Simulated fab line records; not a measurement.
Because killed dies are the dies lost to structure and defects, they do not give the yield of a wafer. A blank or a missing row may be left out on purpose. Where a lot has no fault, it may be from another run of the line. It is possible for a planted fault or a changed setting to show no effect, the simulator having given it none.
Which tool is to blame? | flow gf180mcu | 72 wafers from 24 lots sampled at 6 of the route's 602 steps

== WHAT THE GAUGES SHOWED, per wafer ==
GF_HV_LDD_TW_MEAS_50. Usual: HV_LDD_4_TW typically reads 564, with standard deviation 8.1.
lot  | measured     | on           | HV_LDD_4_TW | flag
L074 | day 12 03:33 | filmMetro-03 | 559 556 555 | 
L075 | day 12 17:46 | filmMetro-03 | 556 554 558 | 
L076 | day 13 00:17 | filmMetro-02 | 572 572 573 | 
L077 | day 13 04:32 | filmMetro-03 | 556 562 559 | 
L078 | day 13 10:45 | filmMetro-03 | 557 557 557 | 
L079 | day 14 03:29 | filmMetro-03 | 553 558 554 | 
L080 | day 14 05:52 | filmMetro-03 | 553 554 552 | 
L081 | day 14 14:11 | filmMetro-03 | 554 553 554 | 
L082 | day 14 23:08 | filmMetro-03 | 557 555 558 | 
L083 | day 15 08:48 | filmMetro-03 | 560 561 562 | 
L084 | day 15 18:00 | filmMetro-04 | 568 572 574 | 
L085 | day 16 03:26 | filmMetro-03 | 559 559 557 | 
L086 | day 16 06:20 | filmMetro-02 | 572 569 573 | 
L087 | day 16 23:37 | filmMetro-03 | 558 558 560 | 
L088 | day 17 09:14 | filmMetro-02 | 571 572 571 | 
L089 | day 17 13:47 | filmMetro-04 | 574 571 574 | 
L090 | day 17 22:00 | filmMetro-03 | 558 557 559 | 
L091 | day 18 05:19 | filmMetro-03 | 554 555 557 | 
L092 | day 18 19:30 | filmMetro-04 | 571 575 571 | 
L093 | day 18 23:44 | filmMetro-04 | 573 573 576 | 
L094 | day 19 10:58 | filmMetro-04 | 574 573 572 | 
L095 | day 19 16:03 | filmMetro-02 | 570 574 574 | 
L096 | day 19 17:54 | filmMetro-02 | 576 570 577 | 
L097 | day 20 02:46 | filmMetro-02 | 574 577 574 | 

GF_V5_BOW_MEAS_05. Usual: V5_BOW typically reads 133 um, with standard deviation 9.2.
lot  | measured     | on           | V5_BOW (um) | flag
L074 | day 26 03:54 | filmMetro-03 | 139 146 144 | 
L075 | day 26 16:16 | filmMetro-03 | 133 134 121 | 
L076 | day 26 23:00 | filmMetro-02 | 137 132 125 | 
L077 | day 27 05:21 | filmMetro-03 | 127 144 138 | 
L078 | day 27 08:20 | filmMetro-02 | 127 120 125 | 
L079 | day 28 02:01 | filmMetro-03 | 130 123 134 | 
L080 | day 28 04:14 | filmMetro-03 | 144 139 148 | 
L081 | day 28 13:20 | filmMetro-03 | 135 141 133 | 
L082 | day 28 21:35 | filmMetro-01 | 138 124 121 | 
L083 | day 29 06:32 | filmMetro-01 | 135 139 138 | 
L084 | day 29 13:19 | filmMetro-03 | 114 130 118 | 
L085 | day 29 21:29 | filmMetro-02 | 130 140 146 | 
L086 | day 30 01:53 | filmMetro-03 | 140 134 142 | 
L087 | day 30 15:10 | filmMetro-01 | 130 134 148 | 
L088 | day 30 21:40 | filmMetro-01 | 127 128 120 | 
L089 | day 31 02:22 | filmMetro-02 | 129 138 139 | 
L090 | day 31 05:29 | filmMetro-01 | 137 142 134 | 
L091 | day 31 15:15 | filmMetro-03 | 136 138 141 | 
L092 | day 31 23:14 | filmMetro-03 | 148 134 131 | 
L093 | day 32 02:46 | filmMetro-01 | 137 129 142 | 
L094 | day 32 11:33 | filmMetro-03 | 116 121 109 | 
L095 | day 32 12:19 | filmMetro-03 | 137 125 126 | 
L096 | day 32 15:10 | filmMetro-02 | 117 124 117 | 
L097 | day 32 18:03 | filmMetro-03 | 135 131 131 | 

GF_V5_THK_MEAS_25: measures by xrf. Usual: V5_W_THK typically reads 350 nm, with standard deviation 6.8.
lot  | measured     | on           | V5_W_THK (nm) | flag
L074 | day 27 01:43 | filmMetro-01 | 352 348 348   | 
L075 | day 27 14:33 | filmMetro-01 | 358 354 349   | 
L076 | day 27 20:36 | filmMetro-03 | 357 356 361   | 
L077 | day 28 03:02 | filmMetro-03 | 359 357 355   | 
L078 | day 28 04:54 | filmMetro-01 | 345 349 352   | 
L079 | day 28 22:25 | filmMetro-02 | 354 352 350   | 
L080 | day 29 00:43 | filmMetro-03 | 356 360 356   | 
L081 | day 29 09:26 | filmMetro-03 | 357 358 360   | 
L082 | day 29 18:01 | filmMetro-01 | 342 339 336   | 
L083 | day 30 02:13 | filmMetro-02 | 357 360 357   | 
L084 | day 30 09:04 | filmMetro-03 | 357 354 359   | 
L085 | day 30 16:59 | filmMetro-01 | 341 341 349   | 
L086 | day 30 21:32 | filmMetro-01 | 342 339 343   | 
L087 | day 31 09:33 | filmMetro-01 | 349 347 346   | 
L088 | day 31 16:11 | filmMetro-01 | 346 347 342   | 
L089 | day 31 20:23 | filmMetro-03 | 356 358 356   | 
L090 | day 31 23:50 | filmMetro-03 | 357 360 358   | 
L091 | day 32 09:14 | filmMetro-01 | 344 348 346   | 
L092 | day 32 16:41 | filmMetro-01 | 343 345 341   | 
L093 | day 32 20:15 | filmMetro-02 | 352 349 349   | 
L094 | day 33 05:27 | filmMetro-01 | 344 343 340   | 
L095 | day 33 06:05 | filmMetro-01 | 341 341 345   | 
L096 | day 33 08:10 | filmMetro-02 | 353 355 353   | 
L097 | day 33 11:34 | filmMetro-02 | 351 354 355   | 

GF_TOP_METAL_CD_MEAS_14: target cd 440 nm. Usual: cdNm reads 438.5 nm (standard deviation 2.4).
lot  | measured     | on       | cdNm (nm)         | flag
L074 | day 27 21:56 | cdSem-02 | 438.9 439.5 439.8 | 
L075 | day 28 10:28 | cdSem-02 | 439.6 436.3 439.9 | 
L076 | day 28 16:41 | cdSem-02 | 441.7 443.0 443.9 | 
L077 | day 28 22:27 | cdSem-02 | 440.4 442.6 441.6 | 
L078 | day 29 01:12 | cdSem-02 | 434.6 437.6 436.5 | 
L079 | day 29 18:03 | cdSem-01 | 439.0 435.0 436.9 | 
L080 | day 29 20:17 | cdSem-01 | 440.2 438.7 440.1 | 
L081 | day 30 04:40 | cdSem-02 | 441.0 440.4 439.1 | 
L082 | day 30 13:23 | cdSem-01 | 439.5 438.8 438.6 | 
L083 | day 30 20:56 | cdSem-02 | 440.7 441.4 439.4 | 
L084 | day 31 03:23 | cdSem-02 | 437.5 437.9 440.1 | 
L085 | day 31 10:21 | cdSem-02 | 440.7 441.6 441.8 | 
L086 | day 31 15:33 | cdSem-01 | 438.6 438.1 436.9 | 
L087 | day 32 03:20 | cdSem-01 | 434.6 436.0 433.5 | 
L088 | day 32 09:36 | cdSem-02 | 439.3 439.2 437.4 | 
L089 | day 32 13:58 | cdSem-01 | 435.1 437.5 436.3 | 
L090 | day 32 16:47 | cdSem-02 | 437.6 440.3 440.5 | 
L091 | day 33 02:05 | cdSem-01 | 433.6 434.9 431.7 | 
L092 | day 33 09:35 | cdSem-01 | 440.0 438.5 439.5 | 
L093 | day 33 12:08 | cdSem-02 | 441.4 438.7 437.5 | 
L094 | day 33 21:55 | cdSem-02 | 437.7 438.0 438.6 | 
L095 | day 33 22:32 | cdSem-01 | 435.7 435.4 436.9 | 
L096 | day 34 00:17 | cdSem-02 | 435.5 439.1 439.2 | 
L097 | day 34 03:13 | cdSem-01 | 437.1 437.2 435.1 | 

== TOOL THAT RAN EACH LOT (tool first, then ch and the chambers of the sampled wafers, then the start) ==
lot  | GF_V4_CMP_26                  | GF_V5_STRIP_18
L074 | cmp-02 ch 0,2,3, day 24 06:41 | plasmaAsher-01 ch 0,1, day 27 00:52
L075 | cmp-02 ch 0,1, day 24 19:55   | plasmaAsher-04 ch 0,1, day 27 12:39
L076 | cmp-02 ch 2,3, day 25 03:29   | plasmaAsher-03 ch 0, day 27 19:43
L077 | cmp-01 ch 0,2,3, day 25 08:53 | plasmaAsher-03 ch 0,1, day 28 01:49
L078 | cmp-01 ch 1,3, day 25 12:58   | plasmaAsher-01 ch 0, day 28 03:55
L079 | cmp-01 ch 1,2,3, day 26 06:05 | plasmaAsher-04 ch 0,1, day 28 21:34
L080 | cmp-02 ch 0,1,3, day 26 10:11 | plasmaAsher-01 ch 0,1, day 28 23:52
L081 | cmp-02 ch 1,2,3, day 26 18:09 | plasmaAsher-03 ch 0,1, day 29 08:34
L082 | cmp-01 ch 1,2,3, day 27 04:32 | plasmaAsher-01 ch 1, day 29 17:09
L083 | cmp-02 ch 0,1, day 27 13:29   | plasmaAsher-01 ch 0,1, day 30 01:21
L084 | cmp-02 ch 0,3, day 27 19:53   | plasmaAsher-04 ch 0,1, day 30 08:10
L085 | cmp-02 ch 0,2,3, day 28 04:53 | plasmaAsher-01 ch 0,1, day 30 16:07
L086 | cmp-02 ch 0,2,3, day 28 08:53 | plasmaAsher-03 ch 0,1, day 30 20:40
L087 | cmp-02 ch 1,3, day 28 22:57   | plasmaAsher-03 ch 0, day 31 08:40
L088 | cmp-01 ch 0,1,3, day 29 06:02 | plasmaAsher-04 ch 0,1, day 31 15:19
L089 | cmp-01 ch 1,3, day 29 11:05   | plasmaAsher-01 ch 0,1, day 31 19:28
L090 | cmp-02 ch 0,1,2, day 29 15:05 | plasmaAsher-03 ch 0,1, day 31 22:57
L091 | cmp-01 ch 0,1,2, day 30 00:59 | plasmaAsher-03 ch 0,1, day 32 08:23
L092 | cmp-01 ch 0,1,3, day 30 09:19 | plasmaAsher-03 ch 0,1, day 32 15:48
L093 | cmp-01 ch 2,3, day 30 13:46   | plasmaAsher-03 ch 0, day 32 19:21
L094 | cmp-02 ch 1,2,3, day 30 23:04 | plasmaAsher-04 ch 0,1, day 33 04:33
L095 | cmp-01 ch 0,2,3, day 31 00:06 | plasmaAsher-04 ch 0,1, day 33 05:10
L096 | cmp-02 ch 0,2,3, day 31 02:29 | plasmaAsher-01 ch 0,1, day 33 07:02
L097 | cmp-01 ch 1,3, day 31 07:20   | plasmaAsher-03 ch 0, day 33 10:42
- GF_V4_CMP_26: polishes, stops on SiO2, t overpolish 15 s, target thk 0 nm.
- GF_V5_STRIP_18: strips in O2/N2.

== AS READ BY THE TOOLS THEMSELVES (means over the sampled wafers that have a number; for cases with no such wafer, the mark the record gives instead) ==
GF_V4_CMP_26. Usual: edgeZonePressureFrac 1.000, standard deviation 0.0046; motorCurrentA 10.8 A, standard deviation 1; overpolishRunS 15.000 s, standard deviation 0.0097; timeToEndpointS 83 s, standard deviation 3.6.
lot  | tool   | edgeZonePressureFrac | motorCurrentA (A) | overpolishRunS (s) | timeToEndpointS (s) | flag
L074 | cmp-02 | 1.001                | 9.8               | 14.997             | 86                  | 
L075 | cmp-02 | 1.002                | 11.7              | 15.007             | 81                  | 
L076 | cmp-02 | 1.002                | 9.7               | 14.998             | 83                  | 
L077 | cmp-01 | 0.999                | 11.1              | 15.005             | 86                  | 
L078 | cmp-01 | 1.004                | 11.9              | 15.000             | 84                  | 
L079 | cmp-01 | 0.998                | 11.4              | 14.995             | 83                  | 
L080 | cmp-02 | 1.000                | 10.9              | 15.003             | 82                  | 
L081 | cmp-02 | 1.006                | 10.5              | 15.008             | 80                  | 
L082 | cmp-01 | 0.995                | 11.2              | 15.008             | 84                  | 
L083 | cmp-02 | 1.004                | 11.8              | 15.004             | 81                  | 
L084 | cmp-02 | 0.998                | 10.7              | 15.001             | 81                  | 
L085 | cmp-02 | 0.999                | 10.3              | 14.990             | 82                  | 
L086 | cmp-02 | 0.999                | 10.4              | 14.992             | 83                  | 
L087 | cmp-02 | 1.005                | 11.2              | 14.999             | 80                  | 
L088 | cmp-01 | 1.000                | 11.4              | 15.004             | 81                  | 
L089 | cmp-01 | 1.004                | 12.0              | 14.995             | 82                  | 
L090 | cmp-02 | 1.001                | 11.0              | 15.004             | 83                  | 
L091 | cmp-01 | 0.998                | 10.7              | 14.997             | 85                  | 
L092 | cmp-01 | 0.996                | 11.1              | 14.998             | 83                  | 
L093 | cmp-01 | 1.002                | 11.4              | 15.005             | 81                  | 
L094 | cmp-02 | 1.000                | 10.5              | 14.989             | 83                  | 
L095 | cmp-01 | 1.002                | 11.0              | 15.002             | 86                  | 
L096 | cmp-02 | 1.000                | 10.0              | 15.001             | 87                  | 
L097 | cmp-01 | 1.001                | 11.8              | 15.002             | 79                  | 

GF_V5_STRIP_18. Usual: drypumpMotorCurrentA 5.6 A, standard deviation 0.6; heaterPowerW 326 W, standard deviation 30; oesProductAu 0.568 a.u., standard deviation 0.0045; platenTempC 250.00 C, standard deviation 0.17.
lot  | tool           | drypumpMotorCurrentA (A) | heaterPowerW (W) | oesProductAu (a.u.) | platenTempC (C) | flag
L074 | plasmaAsher-01 | 5.2                      | 352              | 0.567               | 250.08          | 
L075 | plasmaAsher-04 | 5.8                      | 332              | 0.565               | 249.93          | 
L076 | plasmaAsher-03 | 5.1                      | 283              | 0.569               | 250.07          | 
L077 | plasmaAsher-03 | 5.5                      | 309              | 0.561               | 250.08          | 
L078 | plasmaAsher-01 | 4.9                      | 365              | 0.566               | 250.21          | 
L079 | plasmaAsher-04 | 5.8                      | 330              | 0.567               | 250.09          | 
L080 | plasmaAsher-01 | 5.5                      | 341              | 0.568               | 249.86          | 
L081 | plasmaAsher-03 | 5.8                      | 330              | 0.564               | 249.96          | 
L082 | plasmaAsher-01 | 5.8                      | 329              | 0.569               | 250.08          | 
L083 | plasmaAsher-01 | 5.5                      | 342              | 0.566               | 249.82          | 
L084 | plasmaAsher-04 | 5.8                      | 333              | 0.565               | 250.11          | 
L085 | plasmaAsher-01 | 5.5                      | 340              | 0.570               | 249.83          | 
L086 | plasmaAsher-03 | 5.8                      | 331              | 0.573               | 250.01          | 
L087 | plasmaAsher-03 | 5.1                      | 284              | 0.566               | 250.01          | 
L088 | plasmaAsher-04 | 5.8                      | 332              | 0.566               | 250.04          | 
L089 | plasmaAsher-01 | 5.2                      | 355              | 0.570               | 249.93          | 
L090 | plasmaAsher-03 | 5.5                      | 297              | 0.570               | 249.98          | 
L091 | plasmaAsher-03 | 5.5                      | 300              | 0.568               | 249.87          | 
L092 | plasmaAsher-03 | 5.5                      | 295              | 0.567               | 250.01          | 
L093 | plasmaAsher-03 | 5.1                      | 281              | 0.572               | 250.05          | 
L094 | plasmaAsher-04 | 6.3                      | 307              | 0.570               | 250.16          | 
L095 | plasmaAsher-04 | 5.8                      | 327              | 0.573               | 249.94          | 
L096 | plasmaAsher-01 | 5.2                      | 351              | 0.573               | 250.04          | 
L097 | plasmaAsher-03 | 5.1                      | 281              | 0.564               | 250.10          | 

== THE ANSWER, worked out from the rows above alone ==
Rule: a lot is off if the mean of its wafers that have a number lies more than 3 standard deviations from the usual mean. Also off: a lot with no number at a reading for which 4 or more lots have one. Where the step has rows for the other lots, those lots are counted as sound. First the gauges in route order, then the tools' own readings, where a lot's mean is used as printed above. At the first step where some lot is off, the reading lying furthest off is the one used; lots without a number count as furthest.
Nothing can be told from this: no lot is off at any reading shown.

== WHAT THE SIMULATOR HAD INSERTED ==
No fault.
